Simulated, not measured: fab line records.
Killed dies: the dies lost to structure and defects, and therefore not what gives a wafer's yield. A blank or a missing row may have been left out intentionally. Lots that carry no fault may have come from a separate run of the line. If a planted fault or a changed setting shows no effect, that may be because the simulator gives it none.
One fault through the eyes of 2 desks	flow sky130	numbers are kept per desk, each desk with only its own; the story behind them comes last

METROLOGY DESK
What the gauges read, lot by lot, whatever tool the lot ran on: means of the sampled wafers that have a number. Any lot whose mean is over 4 standard deviations away from the usual mean is out of limits and marked OUT; that distance is given in the brackets.
Columns: A = VIA3_W_THK at SKY_VIA3_THK_MEAS_23, usual 388 nm
lot	first seen here	A
L930	day 40 07:51	389
L934	day 42 10:54	384
L936	day 42 15:27	397
L939	day 42 21:08	377
L941	day 43 18:07	394
L940	day 43 22:07	396
L944	day 44 16:21	388
L942	day 44 16:47	385
L943	day 44 17:01	381
L949	day 45 22:13	389
L951	day 46 02:39	383
This desk found nothing out of limits on any of the 11 lots.

AT THE TOOL OWNER'S DESK: pvd-sputter-03
The tool's own readings at SKY_METAL4_SPUTTER_02 (material AlCu, target thk 735 nm, time 39.1 s): means of the sampled wafers that have a number, for each lot that ran on this tool. Any lot whose mean is over 4 standard deviations away from the usual mean is out of limits and marked OUT; that distance is given in the brackets.
Columns: A = throttle-valve-pct at SKY_METAL4_SPUTTER_02, usual 30.1 %
lot	first seen here	A
L934	day 42 11:19	29.9
L940	day 43 22:31	29.9
L942	day 44 21:28	29.7
L943	day 44 22:04	29.7
L949	day 45 22:37	30.2
This desk found nothing out of limits on any of the 5 lots.

TAKEN TOGETHER
At the metrology desk, nothing out of limits was observed.
The tool owner's desk saw nothing out of limits.

WHAT WAS PUT IN BY THE SIMULATOR
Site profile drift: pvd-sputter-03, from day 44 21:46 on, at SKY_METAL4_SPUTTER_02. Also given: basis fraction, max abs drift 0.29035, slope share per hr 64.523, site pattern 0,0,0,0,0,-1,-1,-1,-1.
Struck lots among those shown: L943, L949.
